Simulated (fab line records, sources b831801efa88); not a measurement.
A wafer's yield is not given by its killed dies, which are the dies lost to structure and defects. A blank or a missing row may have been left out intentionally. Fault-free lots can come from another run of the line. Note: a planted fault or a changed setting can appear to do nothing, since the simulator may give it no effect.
What tool caused it? :: flow gf180mcu :: 12 lots with 36 wafers sampled at 5 steps, on a route of 602 steps

== WHAT EACH GAUGE READ, for each wafer ==
GF_CONTACT_THK_MEAS_26: measures by xrf.
lot: L411
measured: day 16 06:42
on: film_metro-02
CONTACT_W_THK (nm): 308 303 308

lot: L412
measured: day 16 10:16
on: film_metro-04
CONTACT_W_THK (nm): 318 316 316

lot: L413
measured: day 16 20:47
on: film_metro-02
CONTACT_W_THK (nm): 307 300 309

lot: L414
measured: day 17 06:31
on: film_metro-03
CONTACT_W_THK (nm): 296 293 299

lot: L415
measured: day 17 14:12
on: film_metro-02
CONTACT_W_THK (nm): 292 294 292

lot: L416
measured: day 18 00:36
on: film_metro-03
CONTACT_W_THK (nm): 299 295 302

lot: L417
measured: day 18 14:28
on: film_metro-03
CONTACT_W_THK (nm): 310 299 312

lot: L425
measured: day 21 05:46
on: film_metro-04
CONTACT_W_THK (nm): 314 303 309

lot: L424
measured: day 21 09:02
on: film_metro-03
CONTACT_W_THK (nm): 303 301 304

lot: L426
measured: day 21 21:37
on: film_metro-03
CONTACT_W_THK (nm): 301 297 297

lot: L429
measured: day 22 19:23
on: film_metro-02
CONTACT_W_THK (nm): 308 313 298

lot: L430
measured: day 23 02:42
on: film_metro-03
CONTACT_W_THK (nm): 313 304 316

GF_V1_OVL_MEAS_15.
lot: L411
measured: day 18 06:29
on: overlay-01
V1_OVL (nm): 1 8 4

lot: L412
measured: day 18 11:50
on: overlay-02
V1_OVL (nm): 3 10 4

lot: L413
measured: day 18 21:54
on: overlay-01
V1_OVL (nm): 5 8 4

lot: L414
measured: day 19 08:11
on: overlay-02
V1_OVL (nm): 3 9 7

lot: L415
measured: day 19 16:28
on: overlay-01
V1_OVL (nm): 8 -1 7

lot: L416
measured: day 20 02:22
on: overlay-02
V1_OVL (nm): 6 6 4

lot: L417
measured: day 20 17:32
on: overlay-01
V1_OVL (nm): -4 1 -3

lot: L425
measured: day 23 05:44
on: overlay-02
V1_OVL (nm): 37 45 40

lot: L424
measured: day 23 08:05
on: overlay-01
V1_OVL (nm): 45 43 40

lot: L426
measured: day 24 02:23
on: overlay-01
V1_OVL (nm): 3 0 4

lot: L429
measured: day 25 00:52
on: overlay-02
V1_OVL (nm): 5 6 4

lot: L430
measured: day 25 03:07
on: overlay-02
V1_OVL (nm): -10 -1 0

== WHAT TOOL EACH LOT RAN ON (gives the tool, then ch and the chambers of the sampled wafers, and finally the start) ==
lot: L411
GF_M1_SPUTTER_01: pvd_sputter-01, day 16 07:10
GF_M1_METAL_ETCH_16: rie_metal-03 ch 0,1, day 17 05:43
GF_V1_EXPOSE_11: krf_scanner-01 ch 0, day 17 18:49

lot: L412
GF_M1_SPUTTER_01: pvd_sputter-03, day 16 11:02
GF_M1_METAL_ETCH_16: rie_metal-04 ch 0,1, day 17 10:18
GF_V1_EXPOSE_11: krf_scanner-02 ch 0, day 18 00:10

lot: L413
GF_M1_SPUTTER_01: pvd_sputter-01, day 16 21:13
GF_M1_METAL_ETCH_16: rie_metal-03 ch 0,1, day 17 20:36
GF_V1_EXPOSE_11: krf_scanner-02 ch 0, day 18 10:00

lot: L414
GF_M1_SPUTTER_01: pvd_sputter-03, day 17 07:10
GF_M1_METAL_ETCH_16: rie_metal-04 ch 0,1, day 18 06:25
GF_V1_EXPOSE_11: krf_scanner-02 ch 0, day 18 19:44

lot: L415
GF_M1_SPUTTER_01: pvd_sputter-01, day 17 14:46
GF_M1_METAL_ETCH_16: rie_metal-04 ch 0,1, day 18 14:07
GF_V1_EXPOSE_11: krf_scanner-02 ch 0, day 19 04:15

lot: L416
GF_M1_SPUTTER_01: pvd_sputter-02, day 18 01:04
GF_M1_METAL_ETCH_16: rie_metal-02 ch 0, day 19 00:48
GF_V1_EXPOSE_11: krf_scanner-02 ch 0, day 19 14:27

lot: L417
GF_M1_SPUTTER_01: pvd_sputter-03, day 18 14:56
GF_M1_METAL_ETCH_16: rie_metal-03 ch 0,1, day 19 15:36
GF_V1_EXPOSE_11: krf_scanner-01 ch 0, day 20 05:59

lot: L425
GF_M1_SPUTTER_01: pvd_sputter-01, day 21 06:13
GF_M1_METAL_ETCH_16: rie_metal-02 ch 0,1, day 22 05:43
GF_V1_EXPOSE_11: krf_scanner-01 ch 0, day 22 19:12

lot: L424
GF_M1_SPUTTER_01: pvd_sputter-03, day 21 09:29
GF_M1_METAL_ETCH_16: rie_metal-04 ch 0,1, day 22 08:43
GF_V1_EXPOSE_11: krf_scanner-01 ch 0, day 22 22:01

lot: L426
GF_M1_SPUTTER_01: pvd_sputter-01, day 21 22:04
GF_M1_METAL_ETCH_16: rie_metal-03 ch 0,1, day 22 21:43
GF_V1_EXPOSE_11: krf_scanner-02 ch 0, day 23 14:25

lot: L429
GF_M1_SPUTTER_01: pvd_sputter-02, day 23 03:34
GF_M1_METAL_ETCH_16: rie_metal-03 ch 0,1, day 24 01:43
GF_V1_EXPOSE_11: krf_scanner-02 ch 0, day 24 13:14

lot: L430
GF_M1_SPUTTER_01: pvd_sputter-03, day 23 05:04
GF_M1_METAL_ETCH_16: rie_metal-03 ch 0,1, day 24 04:03
GF_V1_EXPOSE_11: krf_scanner-02 ch 0, day 24 15:49
- GF_M1_SPUTTER_01: material TiN, target thk 30 nm, time 25 s.
- GF_M1_METAL_ETCH_16: etches the open film in Cl2/BCl3, stops on SiO2, target depth 750.8 nm, time 125.1 s.
- GF_V1_EXPOSE_11: exposes mask Via1, target cd 260 nm.

== WHAT THE TOOLS THEMSELVES READ (means of the sampled wafers that have a number; where no wafer has one, the mark that the record gives instead) ==
GF_M1_SPUTTER_01.
lot: L411
tool: pvd_sputter-01
throttle_valve_pct (%): 29.5

lot: L412
tool: pvd_sputter-03
throttle_valve_pct (%): 29.5

lot: L413
tool: pvd_sputter-01
throttle_valve_pct (%): 30.6

lot: L414
tool: pvd_sputter-03
throttle_valve_pct (%): 29.9

lot: L415
tool: pvd_sputter-01
throttle_valve_pct (%): 29.9

lot: L416
tool: pvd_sputter-02
throttle_valve_pct (%): 29.6

lot: L417
tool: pvd_sputter-03
throttle_valve_pct (%): 29.6

lot: L425
tool: pvd_sputter-01
throttle_valve_pct (%): 29.3

lot: L424
tool: pvd_sputter-03
throttle_valve_pct (%): 29.6

lot: L426
tool: pvd_sputter-01
throttle_valve_pct (%): 29.3

lot: L429
tool: pvd_sputter-02
throttle_valve_pct (%): 29.0

lot: L430
tool: pvd_sputter-03
throttle_valve_pct (%): 29.2

GF_M1_METAL_ETCH_16.
lot: L411
tool: rie_metal-03
bias_w (W): 139.8
drypump_motor_current_A (A): 5.86
oes_product_au (a.u.): 0.984
throttle_valve_pct (%): 28.232

lot: L412
tool: rie_metal-04
bias_w (W): 140.0
drypump_motor_current_A (A): 5.84
oes_product_au (a.u.): 0.991
throttle_valve_pct (%): 28.230

lot: L413
tool: rie_metal-03
bias_w (W): 140.4
drypump_motor_current_A (A): 5.75
oes_product_au (a.u.): 0.991
throttle_valve_pct (%): 28.227

lot: L414
tool: rie_metal-04
bias_w (W): 140.2
drypump_motor_current_A (A): 5.89
oes_product_au (a.u.): 0.990
throttle_valve_pct (%): 28.239

lot: L415
tool: rie_metal-04
bias_w (W): 140.1
drypump_motor_current_A (A): 5.88
oes_product_au (a.u.): 0.992
throttle_valve_pct (%): 28.225

lot: L416
tool: rie_metal-02
bias_w (W): 140.4
drypump_motor_current_A (A): 6.41
oes_product_au (a.u.): 0.994
throttle_valve_pct (%): 28.231

lot: L417
tool: rie_metal-03
bias_w (W): 139.3
drypump_motor_current_A (A): 5.74
oes_product_au (a.u.): 0.988
throttle_valve_pct (%): 28.237

lot: L425
tool: rie_metal-02
bias_w (W): 139.8
drypump_motor_current_A (A): 6.03
oes_product_au (a.u.): 0.988
throttle_valve_pct (%): 28.228

lot: L424
tool: rie_metal-04
bias_w (W): 140.1
drypump_motor_current_A (A): 5.89
oes_product_au (a.u.): 0.989
throttle_valve_pct (%): 28.232

lot: L426
tool: rie_metal-03
bias_w (W): 139.8
drypump_motor_current_A (A): 5.84
oes_product_au (a.u.): 0.984
throttle_valve_pct (%): 28.234

lot: L429
tool: rie_metal-03
bias_w (W): 140.0
drypump_motor_current_A (A): 5.84
oes_product_au (a.u.): 0.988
throttle_valve_pct (%): 28.234

lot: L430
tool: rie_metal-03
bias_w (W): 140.2
drypump_motor_current_A (A): 5.86
oes_product_au (a.u.): 0.988
throttle_valve_pct (%): 28.230

GF_V1_EXPOSE_11.
lot: L411
tool: krf_scanner-01
stage_vel_mm_s (mm/s): 500.23

lot: L412
tool: krf_scanner-02
stage_vel_mm_s (mm/s): 499.96

lot: L413
tool: krf_scanner-02
stage_vel_mm_s (mm/s): 499.72

lot: L414
tool: krf_scanner-02
stage_vel_mm_s (mm/s): 499.90

lot: L415
tool: krf_scanner-02
stage_vel_mm_s (mm/s): 500.08

lot: L416
tool: krf_scanner-02
stage_vel_mm_s (mm/s): 499.68

lot: L417
tool: krf_scanner-01
stage_vel_mm_s (mm/s): 499.92

lot: L425
tool: krf_scanner-01
stage_vel_mm_s (mm/s): 499.74

lot: L424
tool: krf_scanner-01
stage_vel_mm_s (mm/s): 500.65

lot: L426
tool: krf_scanner-02
stage_vel_mm_s (mm/s): 500.01

lot: L429
tool: krf_scanner-02
stage_vel_mm_s (mm/s): 500.17

lot: L430
tool: krf_scanner-02
stage_vel_mm_s (mm/s): 500.10

== THE ANSWER, worked out from the rows above alone ==
Rule: the usual values come from the lots themselves. Put in order of their means at a reading, lots are off if they are a third of the lots or fewer, leave a main group of 4 or more, and stand apart from it by a gap of 3 or more times the standard deviation of the main group's means; of several such gaps the widest counts. The tables above print the reading to a certain number of digits; a main group whose means all agree to those digits is not used. Also off: a lot with no number at a reading for which 4 or more lots have one. The other lots that the step has rows for count as sound. First the gauges in route order, then the tools' own readings, where a lot's mean is used as printed above. At the first step where some lot is off, the reading lying furthest off is the one used; lots without a number count as furthest.
Off: L425, L424, seen at GF_V1_OVL_MEAS_15 (V1_OVL). Main group: mean 3 nm, sd 3.3.
If a tool, at a process step before that reading, ran all the lots that are off and no sound lot after the first of them, it fits. The gauges at GF_V1_OVL_MEAS_15 are tried like those tools. One candidate fits, namely krf_scanner-01 at GF_V1_EXPOSE_11. Its last sound lot is L417 (day 20 05:59), its first lot that is off L425 (day 22 19:12): a fault that began between those two fits.

== WHAT WAS PUT IN BY THE SIMULATOR ==
Scanner matching overlay: krf_scanner-01, from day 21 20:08 on, at GF_V1_EXPOSE_11. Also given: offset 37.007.
Struck lots among those shown: L425, L424. The same result came from the rule above.
